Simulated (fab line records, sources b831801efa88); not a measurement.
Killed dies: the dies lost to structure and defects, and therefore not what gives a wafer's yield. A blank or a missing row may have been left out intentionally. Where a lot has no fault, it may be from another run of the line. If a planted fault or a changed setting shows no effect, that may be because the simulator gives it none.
fab line records	flow sky130	part 2 of 2: steps 33 to 44 of 44
[record] lots = 5	wafers = 15	last_day = 50
route steps=708 shown NWELL@71 PWDE@84 VT_ADJUST_HVTP@85 VT_ADJUST_LVTN@97
lots with no fault: from the same line, run without faults
start_h: hours from the record's first day to the start of the lot's first wafer shown	wait_h: hours elapsed since this lot's preceding step	" same as the row above	L1.1+2: several wafers, shown together as one row	- no value, or no start was given	* or withheld: withheld	< > ~ a bound
route shown NAME@n: a module of which the file shows steps, and the number in the route of the first	usual: the fault-free wafers' mean and standard deviation	same: alike in all rows	chamber/n: place in a boat	sites: the reading at each site	_std_site: the standard deviation of these	_edge_site: mean of outer sites minus mean of inner sites	radius_mm: for every site, how far away it sits from the centre of the wafer	mask NAME#n: copy n	behind: the last tool/chamber to shape the wafer	hold: why the lot went on hold/how many hours it stayed there/how the hold came to an end	device: names the non-switching transistor (n, p or np)	end of line: the same wafers' tests at the end of the route	a step without rows: its recipe alone	killed: count of dies lost to structure and defects at first sort (not the wafer's yield)	map: dies across one wafer; x = killed, . = not, _ = none there
set.NAME: the setting that was run; set.NAME@STEP: the one run at that earlier step	model.NAME: the simulator's own value behind a step, which no gauge read
lots seen at some steps along the route; tables by step, rows by wafer
services: a tool's chamber out of use, with start hour (start_h, from the record's first day; less than 0 if before it), hours out, and reason
[[steps]]
[step SKY_VT_ADJUST_LVTN_OVL_MEAS_07]
[usual] VT_ADJUST_LVTN_OVL = 0.8/1.7
lot.wafer	tool	chamber	start_h	wait_h	VT_ADJUST_LVTN_OVL[nm]
L074.2	overlay-02	-	139.80	-	-1.3
L074.4	"	-	"	"	-0.8
L074.6	"	-	"	"	-1.7
L075.1	overlay-02	-	146.15	-	2.0
L075.4	"	-	"	"	-0.3
L075.6	"	-	"	"	-0.1
L084.1	overlay-02	-	204.85	-	1.1
L084.2	"	-	"	"	1.2
L084.4	"	-	"	"	0.5
L090.3	overlay-02	-	244.66	-	2.0
L090.4	"	-	"	"	-0.6
L090.6	"	-	"	"	2.3
L097.4	overlay-01	-	291.18	-	0.9
L097.5	"	-	"	"	0.2
L097.6	"	-	"	"	-0.2
[step SKY_VT_ADJUST_LVTN_IMPLANT_08]
[recipe] species = B	energy_kev = 30.31	dose_cm2 = 1.57e+12	tilt_deg = withheld
[usual] beam_energy_keV = 30.311/0.0094	faraday_current_uA = 8.84/0.18
lot.wafer	tool	chamber	start_h	wait_h	beam_energy_keV	faraday_current_uA
L074.2	implanter-03	0	139.86	0.0	30.325	8.75
L074.4	"	0	"	"	30.311	8.95
L074.6	"	0	"	"	30.313	8.82
L075.1	implanter-01	0	146.19	0.0	30.314	8.92
L075.4	"	0	"	"	30.317	8.67
L075.6	"	0	"	"	30.319	9.11
L084.1	implanter-02	0	204.88	0.0	30.306	8.80
L084.2	"	0	"	"	30.305	9.01
L084.4	"	0	"	"	30.312	8.51
L090.3	implanter-01	0	244.74	0.1	30.315	9.13
L090.4	"	0	"	"	30.306	8.90
L090.6	"	0	"	"	30.315	8.75
L097.4	implanter-01	0	291.28	0.1	30.308	9.14
L097.5	"	0	"	"	30.290	8.90
L097.6	"	0	"	"	30.322	8.76
[step SKY_VT_ADJUST_LVTN_STRIP_09]
[recipe] chemistry = O2/N2	power_w = 1400	pressure_mtorr = 1500	platen_temp_c = withheld	o2_flow_sccm = 3000	n2_flow_sccm = 300	overash_fraction = 0.5
[usual] drypump_motor_current_A = 5.4/0.42	oes_product_au = 0.722/0.0046	strip_time_to_endpoint_s = 36.92/0.11
[same] overash_fraction = 0.5
lot.wafer	tool	chamber	start_h	wait_h	drypump_motor_current_A	oes_product_au	rf_hours_counter_h	strip_time_to_endpoint_s
L074.2	plasma_asher-02	0	139.98	0.1	5.8	0.729	46	37.02
L074.4	"	1	"	"	4.7	0.714	-	36.87
L074.6	"	1	"	"	4.7	0.730	-	37.06
L075.1	plasma_asher-01	1	146.34	0.1	5.5	0.726	3	37.00
L075.4	"	0	"	"	5.5	0.719	-	36.88
L075.6	"	0	"	"	5.5	0.728	-	36.98
L084.1	plasma_asher-04	0	205.03	0.1	5.6	0.722	39	36.83
L084.2	"	1	"	"	5.1	0.727	39	36.94
L084.4	"	0	"	"	5.6	0.723	-	37.04
L090.3	plasma_asher-01	1	244.87	0.1	5.5	0.722	-	37.18
L090.4	"	0	"	"	5.5	0.727	-	37.23
L090.6	"	0	"	"	5.5	0.720	-	37.12
L097.4	plasma_asher-02	0	291.39	0.1	5.8	0.726	-	36.93
L097.5	"	0	"	"	5.8	0.717	-	37.01
L097.6	"	1	"	"	4.7	0.732	-	36.89
[step SKY_VT_ADJUST_LVTN_TW_MEAS_10]
[usual] VT_ADJUST_LVTN_TW = 241.2/1.1
lot.wafer	tool	chamber	start_h	wait_h	VT_ADJUST_LVTN_TW
L074.2	film_metro-03	-	140.09	0.1	238.9
L074.4	"	-	"	"	240.1
L074.6	"	-	"	"	239.3
L075.1	film_metro-01	-	146.44	0.1	239.3
L075.4	"	-	"	"	240.7
L075.6	"	-	"	"	239.9
L084.1	film_metro-03	-	205.13	0.1	241.1
L084.2	"	-	"	"	241.6
L084.4	"	-	"	"	242.2
L090.3	film_metro-01	-	244.96	0.1	242.3
L090.4	"	-	"	"	242.8
L090.6	"	-	"	"	243.2
L097.4	film_metro-04	-	291.48	0.1	242.1
L097.5	"	-	"	"	242.2
L097.6	"	-	"	"	243.3
[step SKY_VT_ADJUST_LVTN_DEHYDRATE_11]
[recipe] temp_c = 200	time_s = 60
lot.wafer	tool	chamber	start_h	wait_h
L074.2+4+6	litho_track-02	0	148.84	8.7
L075.1+4+6	litho_track-02	0	155.47	9.0
L084.1+2+4	litho_track-03	0	215.50	10.4
L090.3+4+6	litho_track-03	0	255.95	11.0
L097.4+5+6	litho_track-04	0	303.37	11.9
[step SKY_VT_ADJUST_LVTN_HMDS_12]
[recipe] prime_time_s = 60	prime_temp_c = 120
lot.wafer	tool	chamber	start_h	wait_h
L074.2+4+6	litho_track-02	0	148.99	0.1
L075.1+4+6	litho_track-02	0	155.62	0.1
L084.1+2+4	litho_track-03	0	215.65	0.1
L090.3+4+6	litho_track-03	0	256.10	0.1
L097.4+5+6	litho_track-04	0	303.52	0.1
[step SKY_VT_ADJUST_LVTN_COAT_13]
[recipe] resist = NOVOLAK	spin_rpm = 3000	resist_thk_nm = 1140
[usual] dispense_pressure_kPa = 50/4.2
lot.wafer	tool	chamber	start_h	wait_h	dispense_pressure_kPa
L074.2	litho_track-02	0	149.14	0.1	45
L074.4	"	0	"	"	45
L074.6	"	0	"	"	45
L075.1	litho_track-02	0	155.77	0.1	45
L075.4	"	0	"	"	45
L075.6	"	0	"	"	45
L084.1	litho_track-03	0	215.80	0.1	55
L084.2	"	0	"	"	55
L084.4	"	0	"	"	55
L090.3	litho_track-03	0	256.25	0.1	55
L090.4	"	0	"	"	55
L090.6	"	0	"	"	55
L097.4	litho_track-04	0	303.67	0.1	53
L097.5	"	0	"	"	53
L097.6	"	0	"	"	53
[step SKY_VT_ADJUST_LVTN_SOFTBAKE_14]
[recipe] temp_c = 90	time_s = 60	resist = NOVOLAK
lot.wafer	tool	chamber	start_h	wait_h
L074.2+4+6	litho_track-02	0	149.29	0.1
L075.1+4+6	litho_track-02	0	155.92	0.1
L084.1+2+4	litho_track-03	0	215.95	0.1
L090.3+4+6	litho_track-03	0	256.40	0.1
L097.4+5+6	litho_track-04	0	303.82	0.1
[step SKY_VT_ADJUST_LVTN_EXPOSE_15]
[recipe] mask_id = HVN_STD_DERIVED	na = 0.6	source_shape = conventional	sigma_outer = 0.6	polarization = unpolarized	target_cd_nm = 600	dose_mj = 163
lot.wafer	tool	chamber	start_h	wait_h	mask
L074.2+4+6	iline_stepper-02	0	-	-	HVN_STD_DERIVED#0
L075.1+4+6	iline_stepper-02	0	-	-	HVN_STD_DERIVED#0
L084.1+2+4	iline_stepper-02	0	-	-	HVN_STD_DERIVED#0
L090.3+4+6	iline_stepper-01	0	-	-	HVN_STD_DERIVED#0
L097.4+5+6	iline_stepper-02	0	-	-	HVN_STD_DERIVED#0
[step SKY_VT_ADJUST_LVTN_PEB_16]
[recipe] temp_c = withheld	time_s = *	resist = NOVOLAK
lot.wafer	tool	chamber	start_h	wait_h
L074.2+4+6	litho_track-02	0	-	-
L075.1+4+6	litho_track-03	0	-	-
L084.1+2+4	litho_track-02	0	-	-
L090.3+4+6	litho_track-02	0	-	-
L097.4+5+6	litho_track-02	0	-	-
[step SKY_VT_ADJUST_LVTN_DEVELOP_17]
[recipe] resist = NOVOLAK	developer = TMAH	develop_time_s = 60	dev_temp_c = 23
lot.wafer	tool	chamber	start_h	wait_h
L074.2+4+6	litho_track-02	0	158.89	0.1
L075.1+4+6	litho_track-03	0	166.05	0.1
L084.1+2+4	litho_track-02	0	226.12	0.1
L090.3+4+6	litho_track-02	0	268.22	0.1
L097.4+5+6	litho_track-02	0	316.39	0.1
[step SKY_VT_ADJUST_LVTN_OVL_MEAS_18]
[usual] VT_ADJUST_LVTN_01_OVL = 0.6/1.5
lot.wafer	tool	chamber	start_h	wait_h	VT_ADJUST_LVTN_01_OVL[nm]
L074.2	overlay-01	-	159.02	0.1	1.9
L074.4	"	-	"	"	2.9
L074.6	"	-	"	"	2.3
L075.1	overlay-02	-	166.20	0.1	1.9
L075.4	"	-	"	"	0.1
L075.6	"	-	"	"	0.5
L084.1	overlay-02	-	226.27	0.1	2.0
L084.2	"	-	"	"	1.4
L084.4	"	-	"	"	2.1
L090.3	overlay-02	-	268.33	0.1	1.9
L090.4	"	-	"	"	1.0
L090.6	"	-	"	"	0.3
L097.4	overlay-01	-	316.48	0.1	-0.3
L097.5	"	-	"	"	0.0
L097.6	"	-	"	"	1.2
[[services]]
tool	chamber	start_h	hours	kind
implanter-04	-	70.22	2.7	repair
plasma_asher-01	-	75.30	4.0	repair
implanter-04	-	82.13	4.4	repair
plasma_asher-01	-	108.75	9.0	pm
plasma_asher-04	-	140.67	2.8	pm
plasma_asher-03	-	142.41	2.2	repair
iline_stepper-01	-	156.78	1.7	pm
implanter-03	-	172.46	1.6	repair
plasma_asher-02	-	203.82	4.0	pm
iline_stepper-02	-	205.18	1.7	pm
plasma_asher-02	-	211.80	1.2	repair
plasma_asher-01	-	232.03	2.3	repair
implanter-01	-	232.43	1.1	repair
implanter-01	-	234.06	5.3	pm
implanter-03	-	254.03	4.8	pm
wet_bench-02	-	265.52	0.7	repair
implanter-02	-	269.03	29.5	repair
implanter-03	-	279.79	3.1	repair
implanter-03	-	284.74	1.6	repair
iline_stepper-02	-	287.07	4.2	repair
implanter-04	-	292.84	4.3	repair
plasma_asher-02	-	303.53	2.1	repair
plasma_asher-03	-	304.21	1.6	repair
implanter-01	-	312.01	23.6	pm
